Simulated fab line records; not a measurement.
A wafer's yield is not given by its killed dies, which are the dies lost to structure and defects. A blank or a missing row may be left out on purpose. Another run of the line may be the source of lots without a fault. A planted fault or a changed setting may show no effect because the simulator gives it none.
2 desks looking at one fault / flow sky130 / every desk sees just its own numbers, and what lay behind them comes last

DESK OF THE TOOL OWNER: rie-metal-02
The tool's own readings at SKY_METAL1_METAL_ETCH_19 (etches the open film in Cl2/BCl3, stops on SiO2, target depth 360 nm, time 78 s): means of the sampled wafers that have a number, for each lot that ran on this tool. Any lot whose mean is over 4 standard deviations away from the usual mean is out of limits and marked OUT; that distance is given in the brackets.
Columns: A = bias-w at SKY_METAL1_METAL_ETCH_19, usual 48.51 W; B = drypump-motor-current-A at SKY_METAL1_METAL_ETCH_19, usual 5.5 A; C = oes-product-au at SKY_METAL1_METAL_ETCH_19, usual 0.855 a.u.; D = throttle-valve-pct at SKY_METAL1_METAL_ETCH_19, usual 22.265 %
lot=L406; first seen here=day 35 16:50; A=48.46; B=5.4; C=0.847; D=22.265
lot=L409; first seen here=day 36 07:08; A=48.33; B=5.4; C=0.852; D=22.264
lot=L413; first seen here=day 37 18:28; A=48.68; B=5.6; C=0.816 (-6.1) OUT; D=22.268
lot=L414; first seen here=day 37 23:10; A=48.46; B=5.4; C=0.833; D=22.258
lot=L415; first seen here=day 38 06:53; A=48.51; B=5.4; C=0.833; D=22.251
Finding of this desk: L413 out of limits; the first was L413 at day 37 18:28, on oes-product-au at SKY_METAL1_METAL_ETCH_19. L406, L409, L414, L415 stayed within limits.

AT THE METROLOGY DESK
What the gauges read, lot by lot, whatever tool the lot ran on: means of the sampled wafers that have a number. Any lot whose mean is over 4 standard deviations away from the usual mean is out of limits and marked OUT; that distance is given in the brackets.
Columns: A = METAL1_ALCU_RS at SKY_METAL1_RS_MEAS_05, usual 0.1264 ohm/sq; B = cd-nm at SKY_METAL1_CD_MEAS_15, usual 139.7 nm
lot=L399; first seen here=day 31 18:31; A=0.1263; B=140.0
lot=L402; first seen here=day 32 21:52; A=0.1268; B=140.9
lot=L403; first seen here=day 33 08:28; A=0.1262; B=142.1
lot=L406; first seen here=day 34 13:37; A=0.1293; B=140.1
lot=L407; first seen here=day 34 18:37; A=0.1238; B=139.8
lot=L409; first seen here=day 35 05:14; A=0.1284; B=138.7
lot=L411; first seen here=day 36 00:28; A=0.1259; B=141.0
lot=L413; first seen here=day 36 16:27; A=0.1255; B=139.9
lot=L414; first seen here=day 36 21:00; A=0.1277; B=140.4
lot=L415; first seen here=day 37 04:52; A=0.1260; B=137.8
lot=L419; first seen here=day 38 06:28; A=0.1253; B=140.5
Finding of this desk: none of the 11 lots has anything out of limits.

TAKEN TOGETHER
The tool owner's desk had the chance to raise an alarm at day 37 18:28 on L413.
The metrology desk saw nothing out of limits.
The metrology desk holds a record of L413, inside its limits.
On rie-metal-02, each named lot ran SKY_METAL1_METAL_ETCH_19.

WHAT HAD BEEN PUT IN BY THE SIMULATOR
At SKY_METAL1_METAL_ETCH_19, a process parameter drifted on rie-metal-02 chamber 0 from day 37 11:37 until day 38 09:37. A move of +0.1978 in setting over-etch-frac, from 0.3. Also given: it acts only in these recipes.
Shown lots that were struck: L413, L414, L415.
Time in hours from fault onset to the first out-of-limits reading at each desk: the tool owner's desk, 7.
